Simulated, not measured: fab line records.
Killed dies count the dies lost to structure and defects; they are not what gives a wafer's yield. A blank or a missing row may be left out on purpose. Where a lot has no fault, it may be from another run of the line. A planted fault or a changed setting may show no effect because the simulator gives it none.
fab line records	flow sky130
record lots=7	wafers=21	lastDay=50
route steps=708 shown GATE_OXIDE@191 POLY_GATE@204 PAD_OPEN@708
lots untouched by any fault: they come from a run of this same line in which no faults occurred
startH: hours from the record's first day to the start of the lot's first wafer shown	waitH: time in hours since the lot's previous step	" the same as in the row above	L1.1+2: several wafers, shown together as one row	- no value, or no start was given	* or withheld: withheld	< > ~ a bound
route shown NAME@n: names a module that has steps shown in the file, with the first one's number in the route	usual: mean/standard deviation of fault-free wafers	same: alike in all rows	chamber/n: place in a boat	sites: each site's reading	_std_site: standard deviation of those values	_edge_site: inner sites' mean taken away from outer sites' mean	radiusMm: how far each site lies from the wafer's centre	mask NAME#n: copy n	behind: tool/chamber where the wafer was last shaped	hold: why the lot went on hold/how many hours it stayed there/how the hold came to an end	device: names the non-switching transistor (n, p or np)	end of line: tests of these same wafers at the route's end	a step without rows: its recipe alone	killed: not the wafer's yield, but the dies lost to structure and defects at the first sort	map: dies across one wafer; x = killed, . = not, _ = none there
set.NAME: the setting that was run; set.NAME@STEP: the one run at that earlier step	model.NAME: the simulator's own value behind a step, which no gauge read
lots at selected steps of the route; one table per step, one row per wafer
services: a tool's chamber out of use, with start hour (startH, from the record's first day; less than 0 if before it), hours out, and reason
## steps
# step SKY_GATE_OXIDE_HMDS_04
# recipe primeTimeS=60	primeTempC=120
# step SKY_GATE_OXIDE_COAT_05
# recipe resist=NOVOLAK	spinRpm=3000	resistThkNm=1140
# step SKY_GATE_OXIDE_SOFTBAKE_06
# recipe tempC=90	timeS=60	resist=NOVOLAK
# step SKY_GATE_OXIDE_EXPOSE_07
# recipe maskId=LVOM	na=0.6	sourceShape=conventional	sigmaOuter=0.6	polarization=unpolarized	targetCdNm=600	doseMj=170
# step SKY_GATE_OXIDE_PEB_08
# recipe tempC=withheld	timeS=*	resist=NOVOLAK
# step SKY_GATE_OXIDE_DEVELOP_09
# recipe resist=NOVOLAK	developer=TMAH	developTimeS=60	devTempC=23
# step SKY_GATE_OXIDE_OVL_MEAS_10
# usual GATE_OXIDE_OVL=-0.5/1.5
lot.wafer	tool	chamber	startH	waitH	GATE_OXIDE_OVL[nm]
L112.2	overlay-02	-	329.42	0.1	1.6
L112.3	"	-	"	"	1.3
L112.4	"	-	"	"	0.9
L121.1	overlay-02	-	396.93	0.1	-3.1
L121.2	"	-	"	"	-2.0
L121.6	"	-	"	"	-2.3
L122.1	overlay-02	-	397.37	0.1	-0.3
L122.3	"	-	"	"	-0.7
L122.5	"	-	"	"	-1.0
L123.1	overlay-02	-	410.27	0.1	0.1
L123.4	"	-	"	"	-0.2
L123.5	"	-	"	"	-1.2
L128.4	overlay-02	-	457.03	0.1	-0.2
L128.5	"	-	"	"	-0.7
L128.6	"	-	"	"	0.8
L132.1	overlay-01	-	482.03	0.1	0.6
L132.3	"	-	"	"	-0.7
L132.5	"	-	"	"	0.0
L134.3	overlay-01	-	507.94	0.1	-0.2
L134.5	"	-	"	"	1.8
L134.6	"	-	"	"	-0.2
# step SKY_GATE_OXIDE_IMPLANT_11
# recipe species=B	energyKev=10	doseCm2=2.6e+12	tiltDeg=withheld
# step SKY_GATE_OXIDE_WET_ETCH_12
# recipe chemistry=dHF	targetDepthNm=16.8	dry=n2Spin	target=SiO2	dilution=100:1	tempC=25	timeS=319.8
# step SKY_GATE_OXIDE_STRIP_13
# recipe chemistry=O2/N2	powerW=1400	pressureMtorr=1500	platenTempC=withheld	o2FlowSccm=3000	n2FlowSccm=300	overashFraction=0.5
# usual drypumpMotorCurrentA=5.8/0.54	oesProductAu=0.715/0.0044	stripTimeToEndpointS=14.21/0.044
lot.wafer	tool	chamber	startH	waitH	drypumpMotorCurrentA	oesProductAu	rfHoursCounterH	stripTimeToEndpointS
L112.2	plasmaAsher-01	1	329.72	0.0	5.5	0.712	21	14.23
L112.3	"	0	"	"	6.6	0.721	-	14.19
L112.4	"	1	"	"	5.5	0.719	-	14.18
L121.1	plasmaAsher-04	0	397.22	0.0	5.8	0.716	69	14.25
L121.2	"	1	"	"	6.1	0.715	69	14.30
L121.6	"	0	"	"	5.8	0.711	-	14.25
L122.1	plasmaAsher-03	1	397.66	0.0	5.1	0.715	59	14.19
L122.3	"	0	"	"	6.1	0.714	-	14.21
L122.5	"	1	"	"	5.1	0.718	-	14.23
L123.1	plasmaAsher-03	1	410.56	0.0	5.1	0.724	60	14.19
L123.4	"	1	"	"	5.1	0.714	-	14.15
L123.5	"	0	"	"	6.1	0.715	-	14.17
L128.4	plasmaAsher-04	0	457.33	0.0	5.7	0.706	-	14.25
L128.5	"	0	"	"	5.8	0.723	-	14.21
L128.6	"	1	"	"	6.1	0.723	-	14.28
L132.1	plasmaAsher-03	1	482.33	0.0	5.1	0.709	67	14.21
L132.3	"	0	"	"	6.1	0.710	-	14.22
L132.5	"	1	"	"	5.1	0.714	-	14.19
L134.3	plasmaAsher-01	0	508.27	0.0	6.6	0.714	-	14.17
L134.5	"	0	"	"	6.6	0.716	-	14.18
L134.6	"	1	"	"	5.4	0.718	-	14.20
# step SKY_GATE_OXIDE_TW_MEAS_14
# usual GATE_OXIDE_TW=224.4/2.2
lot.wafer	tool	chamber	startH	waitH	GATE_OXIDE_TW
L112.2	filmMetro-04	-	329.83	0.1	222.4
L112.3	"	-	"	"	222.3
L112.4	"	-	"	"	221.8
L121.1	filmMetro-03	-	397.32	0.1	225.9
L121.2	"	-	"	"	224.2
L121.6	"	-	"	"	225.7
L122.1	filmMetro-04	-	397.76	0.1	224.1
L122.3	"	-	"	"	223.6
L122.5	"	-	"	"	222.2
L123.1	filmMetro-03	-	410.66	0.1	223.5
L123.4	"	-	"	"	225.8
L123.5	"	-	"	"	224.8
L128.4	filmMetro-03	-	457.43	0.1	226.5
L128.5	"	-	"	"	226.5
L128.6	"	-	"	"	227.1
L132.1	filmMetro-04	-	482.43	0.1	220.8
L132.3	"	-	"	"	221.1
L132.5	"	-	"	"	221.1
L134.3	filmMetro-04	-	508.36	0.1	220.4
L134.5	"	-	"	"	220.0
L134.6	"	-	"	"	220.6
# step SKY_GATE_OXIDE_CLEAN_15
# recipe chemistry=SC1/SC2	mix=1:4:20	tempC=70	timeS=150	dry=n2Spin
# step SKY_GATE_OXIDE_OXIDATION_16
# recipe tempC=800	ambient=O2	idleTempC=700	rampUpCPerMin=10	rampDownCPerMin=3	stabiliseS=600	purgeS=300	targetThkA=35.7	oxTimeS=1915
# usual spikeTcTopC=812.4/1.3
# same purgeS=300
lot.wafer	tool	chamber	startH	waitH	spikeTcTopC	model.SiO2_of_GATE_OXIDE_OXIDATION_01.thkNm
L112.2	furnace-01	0	330.61	0.7	811.4	11.64
L112.3	"	0	"	"	812.1	11.72
L112.4	"	0	"	"	809.2	11.73
L121.1	furnace-02	0	398.13	0.7	813.4	13.01
L121.2	"	0	"	"	811.6	12.89
L121.6	"	0	"	"	813.5	12.96
L122.1	furnace-02	0	398.13	0.3	812.5	12.88
L122.3	"	0	"	"	812.5	12.76
L122.5	"	0	"	"	814.4	12.72
L123.1	furnace-02	0	411.45	0.7	811.8	12.95
L123.4	"	0	"	"	813.7	12.88
L123.5	"	0	"	"	813.0	12.94
L128.4	furnace-01	0	457.51	0.0	811.0	11.74
L128.5	"	0	"	"	810.6	11.64
L128.6	"	0	"	"	811.8	11.65
L132.1	furnace-01	0	482.69	0.2	810.3	11.69
L132.3	"	0	"	"	811.0	11.47
L132.5	"	0	"	"	811.5	11.66
L134.3	furnace-02	0	509.32	0.9	814.2	11.62
L134.5	"	0	"	"	812.9	11.5
L134.6	"	0	"	"	811.5	11.47
# step SKY_POLY_GATE_CVD_00
# recipe material=poly-Si	targetThkNm=180	tempC=620	timeS=720	pressureMtorr=200
# step SKY_PAD_OPEN_PROBE_99
# usual killed_at_M0_to_M3=44/6.9	killed_at_M4_up=3.3/2	killedAtContacts=25/5.4	killedAtFrontEnd=16/4.6	killedAtOther=0.2/0.51	killedDies=88/8.9	killedOnRim=17/3.6	killedOpen=48/6.8	killedShort=39/5.8
# same grossDies=492	killedAtBackSide=0
lot.wafer	tool	chamber	startH	waitH	killed_at_M0_to_M3	killed_at_M4_up	killedAtContacts	killedAtFrontEnd	killedAtOther	killedDies	killedOnRim	killedOpen	killedShort	model.etest.nfet_16v.rOnOhmUm	model.etest.pfet_01v8.rOnOhmUm	model.etest.tipSonos.rsOhmSq	model.etest.nfet_01v8.rOnOhmUm	model.etest.pfetG5v0d10v5.rOnOhmUm	model.etest.tipP.rsOhmSq	model.etest.nfet_01v8_lvt.driveUaUm	model.etest.nfet_01v8_turned.driveUaUm
L112.2	prober-01	-	1094.51	0.1	51	4	25	12	0	92	18	53	39	1.432e+04	2784	2690	799	4764	6800	598.1	524.3
L112.3	prober-01	-	1094.56	0.2	34	5	25	18	0	82	17	36	45	1.432e+04	2866	2738	838	4856	6742	572.4	504.8
L112.4	prober-01	-	1094.61	0.2	44	5	27	12	1	89	21	50	39	1.452e+04	2792	2725	829.6	4813	6811	576.6	507
L121.1	prober-02	-	1138.14	0.1	32	5	25	11	0	73	11	42	31	1.469e+04	3459	2967	1133	5092	7040	392.5	328.4
L121.2	prober-02	-	1138.19	0.1	43	2	20	20	0	85	19	40	45	1.477e+04	3566	2917	1162	5096	6984	388	320.1
L121.6	prober-02	-	1138.39	0.2	37	6	22	14	0	79	17	47	31	1.484e+04	3499	2897	1135	5108	7007	398.2	329
L122.1	prober-01	-	1138.86	0.1	44	1	24	16	0	85	16	44	39	1.51e+04	3549	2996	1185	5095	6989	380.5	311.7
L122.3	prober-01	-	1138.96	0.2	59	1	18	18	0	96	19	43	53	1.478e+04	3513	2982	1144	5033	7044	386	323.5
L122.5	prober-01	-	1139.06	0.2	48	5	26	21	0	100	23	53	45	1.495e+04	3466	2954	1168	4971	7000	384.1	317.3
L123.1	prober-02	-	1146.21	0.1	36	6	26	18	0	86	21	52	34	1.536e+04	3496	3055	1152	5018	7073	383.1	316.1
L123.4	prober-02	-	1146.36	0.2	50	2	23	13	2	90	16	47	43	1.508e+04	3413	3029	1106	4910	7005	393.9	325.5
L123.5	prober-02	-	1146.41	0.2	43	1	21	22	0	87	18	48	39	1.535e+04	3501	3043	1146	5051	7000	388.3	321.6
L132.1	prober-01	-	1198.28	0.1	47	7	12	22	0	88	15	43	44	1.437e+04	2905	2611	844.7	4757	6907	571	496.9
L132.3	prober-01	-	1198.38	0.2	50	1	17	11	0	79	10	45	34	1.417e+04	2925	2529	835.4	4737	6916	569.5	497.2
L132.5	prober-01	-	1198.48	0.2	62	1	26	9	0	98	19	53	45	1.435e+04	2926	2585	831.8	4746	6916	574.4	501.8
L128.4	prober-02	-	1198.43	0.2	48	4	30	16	1	99	20	55	44	1.44e+04	2814	2676	801.3	4744	6836	585.7	519.8
L128.5	prober-02	-	1198.48	0.2	37	2	27	17	0	83	14	46	37	1.42e+04	2970	2687	853.1	4823	6839	555.3	495.4
L128.6	prober-02	-	1198.53	0.2	48	5	23	12	0	88	20	54	34	1.431e+04	2904	2670	837.9	4822	6760	562	501.9
L134.3	prober-02	-	1201.31	0.2	51	7	36	9	0	103	17	60	43	1.448e+04	2902	2671	848.6	4758	6886	566	497.4
L134.5	prober-02	-	1201.41	0.2	34	3	42	17	0	96	21	47	48	1.425e+04	2991	2602	859.8	4796	6882	545.7	479.9
L134.6	prober-02	-	1201.46	0.2	37	2	31	7	0	77	13	54	23	1.424e+04	2892	2614	849.3	4714	6880	564.8	495.2
# killed by level:class
L112.2 CONTACT:geometricParticle:open=15 VIA1:geometricParticle:open=11 VIA2:geometricParticle:open=9 METAL3:geometricParticle:short=7 VIA1:geometricParticle:short=5 LI_CONTACT:geometricParticle:open=4 METAL1:geometricParticle:short=4 VIA2:geometricParticle:short=4
L112.3 VIA1:geometricParticle:open=11 POLY_GATE:geometricParticle:short=10 CONTACT:geometricParticle:short=8 METAL1:geometricParticle:short=5 LOCAL_INTERCONNECT:geometricParticle:open=4 CONTACT:geometricParticle:open=4 VIA1:geometricParticle:short=4 FIELD_ISO:geometricParticle:short=3
L112.4 VIA1:geometricParticle:open=13 CONTACT:geometricParticle:open=10 LI_CONTACT:geometricParticle:open=8 VIA1:geometricParticle:short=8 VIA2:geometricParticle:open=6 METAL1:geometricParticle:short=4 VIA2:geometricParticle:short=4 VIA3:geometricParticle:open=4
L121.1 CONTACT:geometricParticle:open=10 VIA2:geometricParticle:open=8 VIA1:geometricParticle:open=8 LI_CONTACT:geometricParticle:open=7 METAL1:geometricParticle:short=5 FIELD_ISO:geometricParticle:open=4 METAL3:geometricParticle:short=4 CONTACT:geometricParticle:short=4
L121.2 VIA2:geometricParticle:open=8 VIA1:geometricParticle:open=7 VIA1:geometricParticle:short=6 FIELD_ISO:geometricParticle:open=5 FIELD_ISO:geometricParticle:short=5 LI_CONTACT:geometricParticle:short=5 CONTACT:geometricParticle:short=5 METAL1:geometricParticle:short=5
L121.6 CONTACT:geometricParticle:open=10 VIA2:geometricParticle:open=10 METAL2:geometricParticle:short=7 FIELD_ISO:geometricParticle:open=5 METAL4:geometricParticle:short=5 LI_CONTACT:geometricParticle:open=5 VIA1:geometricParticle:open=5 VIA3:geometricParticle:open=5
L122.1 VIA1:geometricParticle:open=11 VIA1:geometricParticle:short=11 LI_CONTACT:geometricParticle:open=8 CONTACT:geometricParticle:open=6 METAL2:geometricParticle:short=5 VIA2:geometricParticle:open=5 CONTACT:geometricParticle:short=4 VIA2:geometricParticle:short=4
L122.3 METAL1:geometricParticle:short=11 VIA1:geometricParticle:open=8 VIA2:geometricParticle:open=8 METAL2:geometricParticle:short=7 VIA3:geometricParticle:open=7 CONTACT:geometricParticle:short=6 VIA1:geometricParticle:short=6 FIELD_ISO:geometricParticle:open=5
L122.5 CONTACT:geometricParticle:open=11 VIA1:geometricParticle:open=11 VIA3:geometricParticle:open=10 VIA3:geometricParticle:short=7 POLY_GATE:geometricParticle:short=6 LI_CONTACT:geometricParticle:open=6 LOCAL_INTERCONNECT:geometricParticle:short=6 METAL2:geometricParticle:short=6
L123.1 CONTACT:geometricParticle:open=9 VIA2:geometricParticle:open=8 VIA1:geometricParticle:open=7 VIA3:geometricParticle:open=7 FIELD_ISO:geometricParticle:short=6 LOCAL_INTERCONNECT:geometricParticle:short=6 LI_CONTACT:geometricParticle:open=6 FIELD_ISO:geometricParticle:open=5
L123.4 CONTACT:geometricParticle:open=10 METAL1:geometricParticle:short=9 LI_CONTACT:geometricParticle:open=8 VIA1:geometricParticle:open=8 VIA3:geometricParticle:open=7 METAL2:geometricParticle:short=7 VIA2:geometricParticle:open=5 VIA2:geometricParticle:short=4
L123.5 VIA1:geometricParticle:open=13 FIELD_ISO:geometricParticle:open=7 VIA1:geometricParticle:short=7 FIELD_ISO:geometricParticle:short=6 VIA2:geometricParticle:open=6 LOCAL_INTERCONNECT:geometricParticle:short=5 CONTACT:geometricParticle:short=5 VIA3:geometricParticle:open=5
L132.1 VIA1:geometricParticle:open=17 FIELD_ISO:geometricParticle:short=6 CONTACT:geometricParticle:open=6 VIA2:geometricParticle:open=6 FIELD_ISO:geometricParticle:open=5 POLY_GATE:geometricParticle:short=5 VIA1:geometricParticle:short=5 VIA2:geometricParticle:short=5
L132.3 VIA3:geometricParticle:open=10 VIA2:geometricParticle:open=8 VIA1:geometricParticle:open=8 LOCAL_INTERCONNECT:geometricParticle:short=5 METAL1:geometricParticle:short=5 LI_CONTACT:geometricParticle:open=4 CONTACT:geometricParticle:open=4 CONTACT:geometricParticle:short=4
L128.4 LI_CONTACT:geometricParticle:open=12 METAL1:geometricParticle:short=9 VIA3:geometricParticle:open=7 CONTACT:geometricParticle:open=7 VIA1:geometricParticle:open=7 VIA2:geometricParticle:open=7 POLY_GATE:geometricParticle:open=6 LI_CONTACT:geometricParticle:short=4
L128.5 CONTACT:geometricParticle:open=10 VIA1:geometricParticle:open=7 VIA3:geometricParticle:open=6 LI_CONTACT:geometricParticle:open=6 VIA1:geometricParticle:short=6 METAL1:geometricParticle:short=5 POLY_GATE:geometricParticle:short=4 POLY_GATE:geometricParticle:open=4
L132.5 VIA1:geometricParticle:open=14 METAL2:geometricParticle:short=10 CONTACT:geometricParticle:open=8 LI_CONTACT:geometricParticle:open=8 VIA1:geometricParticle:short=8 VIA2:geometricParticle:open=7 VIA3:geometricParticle:open=7 CONTACT:geometricParticle:short=6
L128.6 VIA1:geometricParticle:open=10 VIA2:geometricParticle:open=8 VIA3:geometricParticle:open=7 CONTACT:geometricParticle:open=7 VIA1:geometricParticle:short=6 LI_CONTACT:geometricParticle:open=6 CONTACT:geometricParticle:short=6 POLY_GATE:geometricParticle:open=5
L134.3 CONTACT:geometricParticle:open=16 VIA1:geometricParticle:open=12 LI_CONTACT:geometricParticle:open=8 VIA2:geometricParticle:open=7 VIA3:geometricParticle:open=7 METAL3:geometricParticle:short=6 METAL4:geometricParticle:short=6 CONTACT:geometricParticle:short=5
L134.5 CONTACT:geometricParticle:open=15 LOCAL_INTERCONNECT:geometricParticle:short=8 LI_CONTACT:geometricParticle:open=7 VIA1:geometricParticle:open=7 POLY_GATE:geometricParticle:short=6 FIELD_ISO:geometricParticle:short=5 LI_CONTACT:geometricParticle:short=5 CONTACT:geometricParticle:short=5
L134.6 CONTACT:geometricParticle:open=12 VIA1:geometricParticle:open=11 VIA3:geometricParticle:open=10 LI_CONTACT:geometricParticle:open=9 VIA2:geometricParticle:open=5 CONTACT:geometricParticle:short=4 METAL3:geometricParticle:short=4 POLY_GATE:geometricParticle:open=3
## services
tool	chamber	startH	hours	kind
plasmaAsher-04	-	321.85	14.6	pm
furnace-02	-	382.58	2.8	pm
plasmaAsher-01	-	404.60	1.0	repair
furnace-02	-	434.74	3.6	pm
## key
firstSign none at tools or gauges
modelEffect step=SKY_GATE_OXIDE_OXIDATION_16	value=SiO2_of_GATE_OXIDE_OXIDATION_01.thkNm	without=11.45	struck=12.89
modelEffect step=SKY_PAD_OPEN_PROBE_99	value=etest.nfet_16v.rOnOhmUm	without=1.423e+04	struck=1.499e+04
metAt SKY_GATE_OXIDE_OXIDATION_16
struckWafers L121.1,L121.2,L121.6,L122.1,L122.3,L122.5,L123.1,L123.4,L123.5
testerLeftOut L121,L122,L123
fault kind=processParameterDrift	tool=furnace-02	chamber=-	onsetH=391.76	steps=SKY_GATE_OXIDE_OXIDATION_16	channel=oxTimeS	offset=*	shape=step	endH=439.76	actsIn=*	stated=*
# testerLeftOut: of these lots the tester's yield and bins aren't shown, on N5 and GAA mostly nor the transistor test; their killed dies are dies lost to structure and defects alone, not to doping, threshold or leakage, so they don't give the yield
